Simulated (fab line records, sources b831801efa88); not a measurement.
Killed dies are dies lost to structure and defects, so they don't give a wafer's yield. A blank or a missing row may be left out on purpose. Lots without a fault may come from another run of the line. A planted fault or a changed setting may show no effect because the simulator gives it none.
A struck lot beside a sound one | flow sky130 | 15 steps out of a route of 708
Sound: wafers L886.3, L886.4, L886.5. Struck: wafers L882.1, L882.4, L882.5. The cause comes at the end.
At each step with rows: each side's tool, then ch and its chambers, then its first start. Under that, the readings that differ: sound wafers | struck wafers | difference of the means | sigmas: that difference in standard deviations of wafers without a fault.
alike: readings whose means differ by less than 2 such deviations, and words and numbers that are the same on both sides. not compared: withheld readings, readings that some wafer has no value for, bounds like >300 that may hide the same value, and numbers for which the record gives no deviation and whose values overlap.
The two part at a step that has a row with sigmas, a row that says differs or no value, or rows on one side only. Numbers that don't overlap but have no deviation are shown without sigmas and don't part them. A reading that every wafer of one side lacks parts them only if that side has two wafers or more.

SKY_LDD_HVP_TW_MEAS_10:
  sound on film_metro-03, day 28 04:22; struck on film_metro-01, day 26 10:27
  alike: LDD_HVP_TW
then, 7 steps without rows for these wafers: SKY_LDD_LDN_DEHYDRATE_00 (time 60 s); SKY_LDD_LDN_HMDS_01 (prime time 60 s); SKY_LDD_LDN_COAT_02 (resist thk 1140 nm); SKY_LDD_LDN_SOFTBAKE_03 (time 60 s); SKY_LDD_LDN_EXPOSE_04 (exposes mask LDNTM, target cd 700 nm); SKY_LDD_LDN_PEB_05; SKY_LDD_LDN_DEVELOP_06 (develop time 60 s).
SKY_LDD_LDN_OVL_MEAS_07:
  sound on overlay-01, day 29 08:38; struck on overlay-01, day 27 15:21
  alike: LDD_LDN_OVL
then, 3 steps without rows for these wafers: SKY_LDD_LDN_IMPLANT_08; SKY_LDD_LDN_IMPLANT_09; SKY_LDD_LDN_IMPLANT_10.
SKY_LDD_LDN_IMPLANT_11:
  sound on implanter-04 ch 0, day 29 12:26; struck on implanter-03, day 27 15:50
  no value came back on the struck wafers for beam_energy_keV, beam_on_s (s); on the sound wafers beam_energy_keV reads 15.000 14.996 14.998
SKY_LDD_LDN_STRIP_12: strips in O2/N2.
  sound on plasma_asher-01 ch 0,1, day 29 12:34; struck on plasma_asher-02 ch 0,1, day 27 15:59
  alike: drypump_motor_current_A, oes_product_au, strip_time_to_endpoint_s
  not compared: rf_hours_counter_h
SKY_LDD_LDN_TW_MEAS_13:
  sound on film_metro-03, day 29 12:39; struck on film_metro-02, day 27 16:19
  reading    | sound          | struck         | difference | sigmas
  LDD_LDN_TW | 1483 1474 1475 | 1339 1344 1338 | -137       | -8
  not compared: hold

WHERE THEY PART
First at SKY_LDD_LDN_IMPLANT_11; last, within this record, at SKY_LDD_LDN_TW_MEAS_13.

WHY: what the simulator had put in
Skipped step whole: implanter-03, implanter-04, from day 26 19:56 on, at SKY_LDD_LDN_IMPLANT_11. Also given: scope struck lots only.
